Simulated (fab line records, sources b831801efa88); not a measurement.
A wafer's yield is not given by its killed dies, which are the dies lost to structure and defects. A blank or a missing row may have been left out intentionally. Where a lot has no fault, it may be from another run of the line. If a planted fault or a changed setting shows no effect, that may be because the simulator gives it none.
Which tool was responsible?    flow gf180mcu    Sampling: 12 lots, 36 wafers, 3 of 602 route steps

## WHAT THE GAUGES READ, wafer by wafer
GF_M3_THK_MEAS_06: measures by xrf. Usual: M3_ALCU_THK 444 nm, standard deviation 5.4.
lot   measured      on             M3_ALCU_THK (nm)  flag
L289  day 20 08:05  film metro-01  446 440 444       
L291  day 20 22:59  film metro-03  437 438 437       
L292  day 21 05:29  film metro-04  453 450 453       
L293  day 21 21:40  film metro-03  451 453 449       
L296  day 23 01:50  film metro-04  441 450 446       
L300  day 24 21:07  film metro-04  448 445 442       
L304  day 25 19:27  film metro-04  442 443 439       
L307  day 26 21:19  film metro-03  444 446 448       
L309  day 27 04:23  film metro-03  444 444 446       
L310  day 27 13:40  film metro-03  433 433 433       
L311  day 27 15:36  film metro-03  446 439 442       
L312  day 27 22:53  film metro-03  448 435 448       

## TOOL THAT RAN EACH LOT (tool first, then ch and the chambers of the sampled wafers, then the start)
lot   GF_V2_ETCH_16                       GF_M3_SPUTTER_03
L289  rie diel-01 ch 1,3, day 20 06:23    pvd sputter-03, day 20 07:54
L291  rie diel-03 ch 2,3, day 20 21:17    pvd sputter-03, day 20 22:49
L292  rie diel-03 ch 0,1,3, day 21 03:47  pvd sputter-02, day 21 05:19
L293  rie diel-01 ch 0,1,3, day 21 19:53  pvd sputter-02, day 21 21:28
L296  rie diel-01 ch 0,1, day 22 23:59    pvd sputter-03, day 23 01:40
L300  rie diel-01 ch 0,2,3, day 24 19:23  pvd sputter-02, day 24 20:55
L304  rie diel-01 ch 0,2,3, day 25 17:44  pvd sputter-03, day 25 19:16
L307  rie diel-02 ch 1,3, day 26 19:35    pvd sputter-03, day 26 21:07
L309  rie diel-02 ch 0,1,3, day 27 02:41  pvd sputter-03, day 27 04:11
L310  rie diel-03 ch 0,1,3, day 27 11:56  pvd sputter-03, day 27 13:29
L311  rie diel-02 ch 0,2,3, day 27 13:50  pvd sputter-04, day 27 15:25
L312  rie diel-01 ch 2,3, day 27 21:08    pvd sputter-04, day 27 22:41
- GF_V2_ETCH_16: etches BARC in N2/H2.
- GF_M3_SPUTTER_03: material Ti, target thk 10 nm, time 6.7 s.

## WHAT THE TOOLS THEMSELVES READ (means of the sampled wafers that have a number; where no wafer has one, the mark that the record gives instead)
GF_V2_ETCH_16. Usual: drypump motor current A 5.6 A, standard deviation 0.54; oes product au 0.855 a.u., standard deviation 0.0046; throttle valve pct 13.225 %, standard deviation 0.0083.
lot   tool         drypump motor current A (A)  oes product au (a.u.)  throttle valve pct (%)  flag
L289  rie diel-01  5.4                          0.857                  13.224                  
L291  rie diel-03  6.4                          0.851                  13.219                  
L292  rie diel-03  5.7                          0.852                  13.214                  
L293  rie diel-01  5.3                          0.855                  13.222                  
L296  rie diel-01  5.4                          0.854                  13.230                  
L300  rie diel-01  5.4                          0.854                  13.227                  
L304  rie diel-01  5.4                          0.855                  13.222                  
L307  rie diel-02  5.2                          0.856                  13.221                  
L309  rie diel-02  5.1                          0.850                  13.226                  
L310  rie diel-03  5.7                          0.856                  13.234                  
L311  rie diel-02  5.6                          0.858                  13.226                  
L312  rie diel-01  5.4                          0.854                  13.231                  

GF_M3_SPUTTER_03. Usual: throttle valve pct at 29.8 %, with a standard deviation of 1.
lot   tool            throttle valve pct (%)  flag
L289  pvd sputter-03  30.2                    
L291  pvd sputter-03  30.4                    
L292  pvd sputter-02  30.2                    
L293  pvd sputter-02  30.6                    
L296  pvd sputter-03  30.4                    
L300  pvd sputter-02  30.0                    
L304  pvd sputter-03  29.3                    
L307  pvd sputter-03  30.5                    
L309  pvd sputter-03  29.3                    
L310  pvd sputter-03  29.6                    
L311  pvd sputter-04  29.8                    
L312  pvd sputter-04  29.4                    

## THE ANSWER, worked out from the rows above alone
Rule: a lot counts as off when the mean over its wafers that have a number is more than 3 standard deviations away from the usual mean. A lot without any number at a reading at which 4 lots or more have one is off too. All remaining lots with rows at the step are treated as sound. Order of review: gauges by route order, followed by the tools' own readings, for which a lot's mean as printed above is used. The first step at which some lot is off is used, and at that step the reading that is off furthest; a lot without a number counts as furthest.
No lot is off at any reading shown: from this, nothing can be told.

## WHAT WAS PUT IN BY THE SIMULATOR
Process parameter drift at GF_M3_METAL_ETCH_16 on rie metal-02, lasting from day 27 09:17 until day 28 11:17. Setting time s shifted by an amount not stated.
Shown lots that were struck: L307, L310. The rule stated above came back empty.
